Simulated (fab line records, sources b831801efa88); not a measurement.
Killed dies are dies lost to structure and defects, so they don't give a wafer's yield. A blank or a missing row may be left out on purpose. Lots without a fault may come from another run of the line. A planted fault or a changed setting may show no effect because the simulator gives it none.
Problem report in the 8D (eight disciplines) form, filled by code | flow sfq_line | the parts of the form that need people (team, actions taken, sign-off) are left out

1. THE PROBLEM
heater_power_total_W at SFQ_TRILAYER_I0_VIA_LITHO_PEB_034 reads a mean of 87.50 W on 6 wafers of 2 lots; wafers without a fault read 79.15 W with a standard deviation of 0.068. That is +99 or more standard deviations from the usual mean.
The step: peb time 60 s.
First seen on wafer L276.2, day 12 19:38, on litho_track-02. The record holds 42 wafers of 14 lots with a number at this step. Rule for "out", or "out of limits": more than 4 standard deviations from the usual mean. The other wafers with a number count as sound.

2. WHAT IT IS AND WHAT IT IS NOT
question                    | is                     | is not
which readings at this step | heater_power_total_W   | -
which lots                  | L276, L277             | L263, L264, L267, L268, L269, L279, L280, L281, L283, L284, L285, L286
which wafers of those lots  | all that have a number | -
read on which tools         | litho_track-02         | litho_track-01, litho_track-04
when                        | from day 12 19:38      | up to then (15 sound wafers); but 21 sound wafers of L279, L280, L281, L283, L284, L285, L286 came after

3. SUSPECTS, AND WHAT RULES EACH OUT
Counting: a tool at a process step up to the reading stays a suspect if it ran every lot that is out and no sound lot after the first of them.
- litho_track-02 at SFQ_TRILAYER_I0_VIA_LITHO_PEB_034 (peb time 60 s): kept. It ran every lot that is out, first L276 (day 12 19:38), and no sound lot after that; its last sound lot up to then is L268 (day 10 02:05). Its own readings are out on those wafers: heater_power_total_W.
Left after counting: litho_track-02 at SFQ_TRILAYER_I0_VIA_LITHO_PEB_034.

4. THE CAUSE (what the simulator had put in)
Process parameter drift: litho_track-02, from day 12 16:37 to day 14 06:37, at SFQ_TRILAYER_I0_VIA_LITHO_PEB_034. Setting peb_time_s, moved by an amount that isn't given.
Counting left only this tool.

5. THE CHAIN OF EFFECTS, in route order
Each row: a reading whose mean over the struck wafers that have a number lies more than 3 standard deviations from the usual. Only readings for which the record gives a usual standard deviation are gone through. hours: the time from each lot's start at the first step in this table that gives one to its start at this step, as a median over the lots. sigmas: the change in usual standard deviations.
hours | step                              | reading              | usual   | on struck wafers | change | sigmas
0     | SFQ_TRILAYER_I0_VIA_LITHO_PEB_034 | heater_power_total_W | 79.15 W | 87.50            | +8.35  | +99 or more
The process steps in it:
- SFQ_TRILAYER_I0_VIA_LITHO_PEB_034: peb time 60 s.

6. WHAT WOULD HAVE CAUGHT IT SOONER
In this record the first reading out of limits was taken at day 12 19:38, 3 hours after the fault began at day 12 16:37.
